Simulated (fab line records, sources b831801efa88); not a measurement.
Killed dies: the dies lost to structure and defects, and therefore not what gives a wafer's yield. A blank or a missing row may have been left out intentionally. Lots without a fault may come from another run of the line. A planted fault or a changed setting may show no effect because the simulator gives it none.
Chamber matching :: flow gf180mcu :: GF_V2_CMP_26 on cmp-01: 4 sister chambers
The step polishes, stops on SiO2, t overpolish 15 s, target thk 0 nm. 8 wafers are shown with their chamber, then 12 later ones without.

== WAFERS WITH THEIR CHAMBER ==
wafer: L084.4
chamber: 1
motorCurrentA (A): 11.1
slurryFilterDpKPa (kPa): 13.50

wafer: L085.3
chamber: 2
motorCurrentA (A): 12.0
slurryFilterDpKPa (kPa): 13.31

wafer: L088.4
chamber: 2
motorCurrentA (A): 12.1
slurryFilterDpKPa (kPa): 13.53

wafer: L088.6
chamber: 3
motorCurrentA (A): 13.0
slurryFilterDpKPa (kPa): 13.50

wafer: L089.5
chamber: 3
motorCurrentA (A): 12.8
slurryFilterDpKPa (kPa): 13.50

wafer: L091.4
chamber: 0
motorCurrentA (A): 10.6
slurryFilterDpKPa (kPa): 13.60

wafer: L091.5
chamber: 0
motorCurrentA (A): 9.9
slurryFilterDpKPa (kPa): 13.52

wafer: L091.6
chamber: 1
motorCurrentA (A): 11.1
slurryFilterDpKPa (kPa): 13.39

== WAFERS WITH NO CHAMBER GIVEN ==
wafer: L093.2
motorCurrentA (A): 9.9
slurryFilterDpKPa (kPa): 13.55

wafer: L093.5
motorCurrentA (A): 12.4
slurryFilterDpKPa (kPa): 13.72

wafer: L093.6
motorCurrentA (A): 11.1
slurryFilterDpKPa (kPa): 13.35

wafer: L094.2
motorCurrentA (A): 11.2
slurryFilterDpKPa (kPa): 13.33

wafer: L094.4
motorCurrentA (A): 12.7
slurryFilterDpKPa (kPa): 13.64

wafer: L094.6
motorCurrentA (A): 11.3
slurryFilterDpKPa (kPa): 13.48

wafer: L096.1
motorCurrentA (A): 10.6
slurryFilterDpKPa (kPa): 13.54

wafer: L096.3
motorCurrentA (A): 10.1
slurryFilterDpKPa (kPa): 13.42

wafer: L096.6
motorCurrentA (A): 10.6
slurryFilterDpKPa (kPa): 13.41

wafer: L097.2
motorCurrentA (A): 10.4
slurryFilterDpKPa (kPa): 13.18

wafer: L097.3
motorCurrentA (A): 12.9
slurryFilterDpKPa (kPa): 13.48

wafer: L097.6
motorCurrentA (A): 10.6
slurryFilterDpKPa (kPa): 13.42

== WHICH CHAMBER EACH WENT THROUGH ==
wafer: L093.2
from the rows above: 0
in truth: 0

wafer: L093.5
from the rows above: can't be placed: 3 or 2
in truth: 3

wafer: L093.6
from the rows above: 1
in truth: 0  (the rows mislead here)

wafer: L094.2
from the rows above: 1
in truth: 1

wafer: L094.4
from the rows above: can't be placed: 3 or 2
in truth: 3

wafer: L094.6
from the rows above: 1
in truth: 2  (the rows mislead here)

wafer: L096.1
from the rows above: can't be placed: 0 or 1
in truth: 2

wafer: L096.3
from the rows above: 0
in truth: 0

wafer: L096.6
from the rows above: can't be placed: 1 or 0
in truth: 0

wafer: L097.2
from the rows above: can't be placed: 1 or 0
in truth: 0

wafer: L097.3
from the rows above: 3
in truth: 3

wafer: L097.6
from the rows above: can't be placed: 1 or 0
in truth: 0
Correctly placed: 4 of 12. Can't be placed from these rows: 6 (the true chamber is among the candidates in 5). 2 placed wrongly.
How it was worked out, from the rows above alone: a wafer's distance from a chamber is the root of the sum, over the readings, of the square of ((its reading less the chamber's mean) divided by the reading's scatter). The wafer belongs to the nearest chamber; if the next one is less than 2 further off, it can't be placed. The mean given for a chamber averages the wafers shown for that chamber. The scatter: the root of (the sum of the squares of (reading less its chamber's mean) over the shown wafers, divided by (wafers less chambers)).
